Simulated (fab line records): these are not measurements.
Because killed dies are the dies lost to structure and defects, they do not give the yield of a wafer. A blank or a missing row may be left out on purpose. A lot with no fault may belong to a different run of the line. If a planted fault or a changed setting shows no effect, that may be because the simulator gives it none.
Comparing a struck lot with a sound one :: flow sky130 :: 14 steps out of a route of 708
Sound: these wafers, L179.2, L179.3, L179.6. Wafers L171.2, L171.3, L171.5 were the ones struck. At the end, the cause is stated.
Order at every step that has rows: each side's tool, ch and its chambers, its first start. Under that, the readings that differ: sound wafers :: struck wafers :: difference of the means :: sigmas: that difference in standard deviations of wafers without a fault.
alike: a reading whose means differ by less than 2 such deviations, as well as words and numbers matching on both sides. not compared: withheld readings; readings where some wafer has no value; bounds like >300 that might hide an equal value; numbers whose values overlap and for which the record gives no deviation.
A row with sigmas, a row that says differs or no value, or rows on one side alone: a step with any of these is where the two part. Non-overlapping numbers with no deviation appear without sigmas and do not part them. A reading that every wafer of one side lacks parts them only if that side has two wafers or more.

first, 6 steps without rows for these wafers: SKY_METAL5_HMDS_08 (prime time 60 s); SKY_METAL5_COAT_09 (resist thk 1800 nm); SKY_METAL5_SOFTBAKE_10 (time 60 s); SKY_METAL5_EXPOSE_11 (exposes mask MM5, target cd 1600 nm); SKY_METAL5_PEB_12; SKY_METAL5_DEVELOP_13 (develop time 60 s).
SKY_METAL5_DESCUM_14: chemistry O2, time 11 s.
  sound on rie_metal-02 ch 1, day 48 02:49; struck on rie_metal-02 ch 1, day 47 23:14
  alike: drypump_motor_current_A, oes_product_au
  not compared: rf_hours_counter_h
SKY_METAL5_METAL_ETCH_15: etches the open film in Cl2/BCl3, stops on SiO2, target depth 1260 nm, time 252 s.
  sound on rie_metal-02 ch 1, day 48 02:50; struck on rie_metal-02 ch 1, day 47 23:17
  alike: drypump_motor_current_A, mfc_cl2_sccm, oes_product_au, throttle_valve_pct
  not compared: rf_hours_counter_h
SKY_METAL5_STRIP_16: strips in O2/N2.
  sound on plasma_asher-02 ch 0,1, day 48 03:05; struck on plasma_asher-02 ch 0,1, day 47 23:31
  alike: drypump_motor_current_A, oes_product_au, strip_time_to_endpoint_s
  not compared: rf_hours_counter_h
then, 3 steps without rows for these wafers: SKY_METAL5_STRIP_17 (strips in post etch residue remover, time 1200 s); SKY_METAL5_CLEAN_18 (cleans in IPA, time 180 s); SKY_METAL5_CLEAN_19 (cleans in O3/DIW).
SKY_PASSIVATION_CVD_00: deposits SiO2, target thk 90 nm.
  sound on pecvd-03 ch 0,2, day 48 03:40; struck on pecvd-03 ch 2, day 48 00:06
  no value came back on the struck wafers for heater_power_outer_w (W), heater_power_w (W); on the sound wafers heater_power_outer_w (W) reads 373 396 393
SKY_PAD_OPEN_PROBE_99:
  the record has rows for the sound wafers here (prober-01, day 49 19:08) and none for the struck ones

== WHERE THEY PART ==
At SKY_PASSIVATION_CVD_00 first; at SKY_PAD_OPEN_PROBE_99 last (within this record only).

WHY: whatever the simulator had introduced
Beginning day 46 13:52, the whole step at SKY_PASSIVATION_CVD_00 was skipped on pecvd-03. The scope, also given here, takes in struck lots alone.
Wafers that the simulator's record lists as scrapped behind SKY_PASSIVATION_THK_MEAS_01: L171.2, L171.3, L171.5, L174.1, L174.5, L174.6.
